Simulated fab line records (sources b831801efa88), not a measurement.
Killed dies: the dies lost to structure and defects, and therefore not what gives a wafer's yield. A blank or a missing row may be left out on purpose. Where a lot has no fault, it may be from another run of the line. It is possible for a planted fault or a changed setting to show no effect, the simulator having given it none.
Commonality check across tools ; flow sky130 ; 10 lots and 30 wafers in the sample

## THE REASON FOR OPENING IT
SKY_SPACER_THK_MEAS_01, reading SPACER_CVD_00_THK: flagged on 1 of 10 lots. Fault-free wafers read 43.1 nm, with a standard deviation of 0.4.
Rule: a lot is flagged when every wafer of it that has a number lies more than 4 standard deviations from that mean, or none has a number. As for the other lots, they are considered sound.

lot;measured;on;SPACER_CVD_00_THK (nm), wafer by wafer;flag
L734;day 22 16:32;film metro-03;43.3 42.6 43.0;
L738;day 24 10:37;film metro-02;47.5 47.4 47.6;FLAGGED
L748;day 28 01:49;film metro-04;43.3 42.9 42.9;
L749;day 28 11:01;film metro-03;43.4 43.6 43.4;
L750;day 28 20:44;film metro-03;43.4 43.4 43.1;
L752;day 28 23:50;film metro-02;43.9 43.3 43.7;
L751;day 29 05:31;film metro-03;42.3 42.4 42.2;
L753;day 29 16:38;film metro-04;42.9 43.1 43.0;
L754;day 29 20:10;film metro-04;42.8 42.7 42.8;
L755;day 30 03:08;film metro-02;43.1 42.8 43.0;
The mean of the flagged lots' numbers is 47.5 nm, +4.4 nm from the usual (+11 standard deviations).

## EACH LOT AND THE TOOL IT RAN ON
The record keeps 1 process step preceding the reading, out of 708 steps on the route. Read each cell as the tool, then ch plus the chambers that the sampled wafers visited, then the start.
lot;flag;SKY_SPACER_CVD_00
L734;;lpcvd-02 ch 1, day 22 15:18
L738;FLAGGED;lpcvd-02 ch 1, day 24 09:25
L748;;lpcvd-02 ch 1, day 28 00:01
L749;;lpcvd-02 ch 1, day 28 09:12
L750;;lpcvd-02 ch 1, day 28 19:32
L752;;lpcvd-02 ch 1, day 28 22:37
L751;;lpcvd-02 ch 1, day 29 04:19
L753;;lpcvd-02 ch 0, day 29 14:50
L754;;lpcvd-02 ch 1, day 29 18:58
L755;;lpcvd-02 ch 0, day 30 01:55
These steps, and what they do:
- SKY_SPACER_CVD_00: deposits Si3N4 from DCS/NH3, target thk 43.1 nm, time 740 s.
- SKY_SPACER_THK_MEAS_01

## FLAGGED OVER TOTAL, TOOL BY TOOL (the gauges that took the reading come last)
step;tool;lots run;flagged;share of the flagged lots;sound lots run after its first flagged lot
SKY_SPACER_CVD_00;lpcvd-02;10;1;all;8 (L748,L749,L750,L752,L751,L753,L754,L755)
SKY_SPACER_THK_MEAS_01;film metro-02;3;1;all;2 (L752,L755)
SKY_SPACER_THK_MEAS_01;film metro-03;4;0;none;-
SKY_SPACER_THK_MEAS_01;film metro-04;3;0;none;-

## WHAT THE TABLE ALLOWS
Table rows that saw every flagged lot: 2, namely lpcvd-02 at SKY_SPACER_CVD_00 and film metro-02 at SKY_SPACER_THK_MEAS_01.
- lpcvd-02 at SKY_SPACER_CVD_00 ran 10 lots, 1 of them flagged. Lots that were sound ran on it after the first flagged one (L748, L749, L750, L752, L751, L753, L754, L755); a persistent fault on the entire tool would not allow that. Its own readings (spike tc lower C, susceptor temp C) fall more than 4 standard deviations out on all wafers of the flagged lots.
- film metro-02 at SKY_SPACER_THK_MEAS_01 ran 3 lots, 1 of them flagged. Lots that were sound ran on it after the first flagged one (L752, L755); a persistent fault on the entire tool would not allow that.
There is no row in the table that ran each flagged lot and no sound lot after the first.

## WHAT HAD BEEN PUT IN BY THE SIMULATOR
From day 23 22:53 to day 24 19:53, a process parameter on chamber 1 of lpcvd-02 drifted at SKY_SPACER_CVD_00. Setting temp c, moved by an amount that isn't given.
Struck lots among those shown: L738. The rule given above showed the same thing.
